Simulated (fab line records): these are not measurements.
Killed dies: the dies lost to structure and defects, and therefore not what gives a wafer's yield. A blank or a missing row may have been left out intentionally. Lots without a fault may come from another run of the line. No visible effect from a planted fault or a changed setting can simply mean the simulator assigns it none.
A lot that was struck, set against a sound lot | flow sky130 | 34 steps out of a route of 708
Sound: the wafers L847.2, L847.5, L847.6. Wafers L851.1, L851.2, L851.3 were the ones struck. The cause comes at the end.
At each step with rows: each side's tool, then ch and its chambers, then its first start. Under that, the readings that differ: sound wafers | struck wafers | difference of the means | sigmas: that difference in standard deviations of wafers without a fault.
alike: readings whose means differ by less than 2 such deviations, and words and numbers that are the same on both sides. not compared: withheld readings, readings that some wafer has no value for, bounds like >300 that may hide the same value, and numbers for which the record gives no deviation and whose values overlap.
The two part at a step that has a row with sigmas, a row that says differs or no value, or rows on one side only. When numbers do not overlap yet have no deviation, they are printed without sigmas and do not part them. A reading that every wafer of one side lacks parts them only if that side has two wafers or more.

first, 5 steps without rows for these wafers: SKY_POLY_CUT_COAT_03 (resist thk 450 nm); SKY_POLY_CUT_SOFTBAKE_04 (time 90 s); SKY_POLY_CUT_EXPOSE_05 (exposes mask NPCM, target cd 270 nm); SKY_POLY_CUT_PEB_06; SKY_POLY_CUT_DEVELOP_07 (develop time 60 s).
SKY_POLY_CUT_CD_MEAS_08: target cd 270 nm.
  sound on cd_sem-01, day 24 12:52; struck on cd_sem-02, day 25 21:36
  alike: cd_nm
SKY_POLY_CUT_OVL_MEAS_09:
  sound on overlay-02, day 24 12:58; struck on overlay-01, day 25 21:43
  alike: POLY_CUT_OVL
SKY_POLY_CUT_ETCH_10: etches BARC in N2/H2, stops on SiO2, time 45.9 s, target depth 60 nm.
  sound on rie_diel-04 ch 0,3, day 24 13:00; struck on rie_diel-01 ch 0,1,3, day 25 21:45
  alike: drypump_motor_current_A, oes_product_au, throttle_valve_pct
  not compared: rf_hours_counter_h
SKY_POLY_CUT_ETCH_11: etches Si3N4 in CF4/CH2F2/Ar, stops on poly-Si, time 42.5 s, target depth 60 nm.
  sound on rie_diel-04 ch 0,3, day 24 13:02; struck on rie_diel-01 ch 0,1,3, day 25 21:47
  alike: drypump_motor_current_A, oes_product_au, throttle_valve_pct
  not compared: rf_hours_counter_h
SKY_POLY_CUT_STRIP_12: strips in O2/N2.
  sound on plasma_asher-01 ch 0,1, day 24 13:05; struck on plasma_asher-01 ch 0,1, day 25 21:50
  alike: drypump_motor_current_A, oes_product_au, strip_time_to_endpoint_s
  not compared: rf_hours_counter_h
then, 2 steps without rows for these wafers: SKY_SD_P_DEHYDRATE_00 (time 60 s); SKY_SD_P_HMDS_01 (prime time 60 s).
SKY_SD_P_COAT_02: resist thk 1140 nm.
  sound on litho_track-04 ch 0, day 25 02:46; struck on litho_track-04, day 26 11:57
  no value came back on the struck wafers for chill_plate_temp_C (C), dispense_pressure_kPa (kPa); on the sound wafers chill_plate_temp_C (C) reads 22.88 23.01 23.06
then, 4 steps without rows for these wafers: SKY_SD_P_SOFTBAKE_03 (time 60 s); SKY_SD_P_EXPOSE_04 (exposes mask PSDM, target cd 380 nm); SKY_SD_P_PEB_05; SKY_SD_P_DEVELOP_06 (develop time 60 s).
SKY_SD_P_CD_MEAS_07: target cd 380 nm.
  sound on cd_sem-02, day 25 18:10; struck on cd_sem-02, day 27 02:57
  reading    | sound             | struck | difference                    | sigmas
  cd_nm (nm) | 378.0 376.3 378.2 | - - -  | no value on the struck wafers |
SKY_SD_P_OVL_MEAS_08:
  sound on overlay-01, day 25 18:16; struck on overlay-02, day 27 03:04
  reading       | sound          | struck | difference                    | sigmas
  SD_P_OVL (nm) | -3.0 -0.3 -1.4 | - - -  | no value on the struck wafers |
after that, 1 step had no rows for these wafers: SKY_SD_P_IMPLANT_09.
SKY_SD_P_STRIP_10: strips in O2/N2.
  sound on plasma_asher-02 ch 0,1, day 25 18:27; struck on plasma_asher-03 ch 0,1, day 27 03:15
  no value came back on the struck wafers for oes_product_au (a.u.), strip_time_to_endpoint_s (s); on the sound wafers oes_product_au (a.u.) reads 0.616 0.621 0.611
  alike: drypump_motor_current_A
  not compared: rf_hours_counter_h
SKY_SD_P_TW_MEAS_11:
  sound on film_metro-02, day 25 18:34; struck on film_metro-03, day 27 03:21
  alike: SD_P_TW
then, 8 steps without rows for these wafers: SKY_RES_XHIGH_DEHYDRATE_00 (time 60 s); SKY_RES_XHIGH_HMDS_01 (prime time 60 s); SKY_RES_XHIGH_COAT_02 (resist thk 1140 nm); SKY_RES_XHIGH_SOFTBAKE_03 (time 60 s); SKY_RES_XHIGH_EXPOSE_04 (exposes mask URPM, target cd 1270 nm); SKY_RES_XHIGH_PEB_05; SKY_RES_XHIGH_DEVELOP_06 (develop time 60 s); SKY_RES_XHIGH_IMPLANT_07.
SKY_RES_XHIGH_STRIP_08: strips in O2/N2.
  sound on plasma_asher-03 ch 0,1, day 26 23:33; struck on plasma_asher-02 ch 0,1, day 28 07:59
  reading                      | sound             | struck            | difference | sigmas
  strip_time_to_endpoint_s (s) | 14.19 14.25 14.21 | 14.32 14.33 14.31 | +0.10      | +2
  alike: drypump_motor_current_A, oes_product_au
  not compared: rf_hours_counter_h
SKY_RES_XHIGH_TW_MEAS_09:
  sound on film_metro-01, day 26 23:40; struck on film_metro-01, day 28 08:05
  reading      | sound          | struck         | difference | sigmas
  RES_XHIGH_TW | 1617 1617 1612 | 2830 2846 2837 | +1222      | +81
then, 1 step without rows for these wafers: SKY_SD_N_DEHYDRATE_00 (time 60 s).
-- the record jumps here: 19 days lie between the struck wafers' starts before and after (it left off in module SD_N and takes up again in module PAD_OPEN, whose first step shown is number 708 of the route) --
SKY_PAD_OPEN_PROBE_99:
  sound on prober-02, day 45 23:31; struck on prober-02, day 46 22:07
  reading             | sound    | struck      | difference | sigmas
  killed_at_front_end | 15 10 14 | 420 440 427 | +416       | +87
  killed_dies         | 81 87 83 | 492 492 492 | +408       | +41
  killed_on_rim       | 15 19 16 | 96 96 96    | +79        | +23
  alike: killed_at_M0_to_M3, killed_at_M4_up, killed_at_contacts, killed_at_other, killed_open, killed_short

## WHERE THEY PART
At SKY_SD_P_COAT_02 first; at SKY_PAD_OPEN_PROBE_99 last (within this record only).

WHY: the cause the simulator had injected
Step skipped in full: litho_track-04, at SKY_SD_P_COAT_02, from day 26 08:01 onward. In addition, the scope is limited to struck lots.
